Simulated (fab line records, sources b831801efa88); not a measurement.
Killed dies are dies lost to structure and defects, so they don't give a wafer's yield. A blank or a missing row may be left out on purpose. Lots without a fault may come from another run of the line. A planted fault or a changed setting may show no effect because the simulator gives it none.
Which tool did it? | flow sky130 | 10 lots, 30 wafers sampled, at 4 steps of a route of 708

WHAT THE GAUGES READ, wafer by wafer
SKY_VIA1_RS_MEAS_22: measures by four-point-probe.
lot  | measured     | on            | VIA1_W_RS (ohm/sq)
L133 | day 33 14:14 | film_metro-03 | 0.428 0.423 0.429
L134 | day 34 10:15 | film_metro-03 | 0.430 0.429 0.430
L135 | day 34 12:38 | film_metro-03 | 0.422 0.432 0.429
L136 | day 35 11:37 | film_metro-02 | 0.421 0.427 0.422
L137 | day 35 15:29 | film_metro-02 | 0.429 0.431 0.421
L139 | day 36 10:08 | film_metro-02 | 0.423 0.418 0.421
L148 | day 38 21:48 | film_metro-03 | 0.422 0.609 0.423
L151 | day 39 09:49 | film_metro-01 | 0.428 0.430 0.423
L153 | day 40 06:47 | film_metro-01 | 0.435 0.433 0.434
L154 | day 40 13:14 | film_metro-01 | 0.430 0.434 0.428

WHICH TOOL RAN EACH LOT (tool, then ch and the chambers of the sampled wafers, then the start)
lot  | SKY_CONTACT_ETCH_18                           | SKY_VIA1_SPUTTER_20          | SKY_VIA1_CVD_21
L133 | rie_diel-01 ch 1,2,3, day 33 14:04 or earlier | pvd_sputter-01, day 33 14:04 | cvd_w-02 ch 0,1, day 33 14:08
L134 | rie_diel-04 ch 0,3, day 34 10:00 or earlier   | pvd_sputter-02, day 34 10:00 | cvd_w-02 ch 0, day 34 10:04
L135 | rie_diel-03 ch 0,1,2, day 34 12:28 or earlier | pvd_sputter-04, day 34 12:28 | cvd_w-01 ch 0,1, day 34 12:32
L136 | rie_diel-04 ch 0,3, day 35 11:25 or earlier   | pvd_sputter-04, day 35 11:25 | cvd_w-02 ch 0,1, day 35 11:31
L137 | rie_diel-01 ch 1,2, day 35 15:19 or earlier   | pvd_sputter-02, day 35 15:19 | cvd_w-01 ch 0,1, day 35 15:23
L139 | rie_diel-01 ch 0,2,3, day 36 09:58 or earlier | pvd_sputter-01, day 36 09:58 | cvd_w-02 ch 0,1, day 36 10:02
L148 | rie_diel-04 ch 0,2,3, day 38 21:37 or earlier | pvd_sputter-01, day 38 21:37 | cvd_w-01 ch 0,1, day 38 21:41
L151 | rie_diel-03 ch 1,2,3, day 39 09:40 or earlier | pvd_sputter-02, day 39 09:40 | cvd_w-02 ch 0,1, day 39 09:44
L153 | rie_diel-04 ch 1,3, day 40 06:36 or earlier   | pvd_sputter-02, day 40 06:36 | cvd_w-02 ch 0,1, day 40 06:41
L154 | rie_diel-01 ch 0,1,3, day 40 13:04 or earlier | pvd_sputter-04, day 40 13:04 | cvd_w-02 ch 0,1, day 40 13:08
- SKY_CONTACT_ETCH_18: etches Si3N4 in CHF3/O2, stops on TiN, time 39 s, target depth 75 nm.
- SKY_VIA1_SPUTTER_20: material TiN, target thk 20 nm, time 80 s.
- SKY_VIA1_CVD_21: deposits W, target thk 270 nm, time 80.902 s.

THE ANSWER, worked out from the rows above alone
Rule: what is usual is taken from the lots themselves. Put in order of their means at a reading, lots are off if they are a third of the lots or fewer, leave a main group of 4 or more, and stand apart from it by a gap of 3 or more times the standard deviation of the main group's means; of several such gaps the widest counts. A main group whose means are all the same, to the digits that the tables above print for the reading, isn't used. A lot without any number at a reading at which 4 lots or more have one is off too. The other lots that the step has rows for count as sound.
Off: L148, at SKY_VIA1_RS_MEAS_22 (VIA1_W_RS). The main group: mean 0.427 ohm/sq, standard deviation 0.0037.
A tool fits if, at a process step before that reading, it ran every lot that is off, and no sound lot after the first of them. The gauges at SKY_VIA1_RS_MEAS_22 are tried like those tools. SKY_CONTACT_ETCH_18 gives no start for some lots, so the hours and the order of its lots are those of SKY_VIA1_SPUTTER_20. Can't be told from this: 3 tools fit, pvd_sputter-01 at SKY_VIA1_SPUTTER_20, cvd_w-01 at SKY_VIA1_CVD_21, film_metro-03 at SKY_VIA1_RS_MEAS_22.

WHAT THE SIMULATOR HAD PUT IN
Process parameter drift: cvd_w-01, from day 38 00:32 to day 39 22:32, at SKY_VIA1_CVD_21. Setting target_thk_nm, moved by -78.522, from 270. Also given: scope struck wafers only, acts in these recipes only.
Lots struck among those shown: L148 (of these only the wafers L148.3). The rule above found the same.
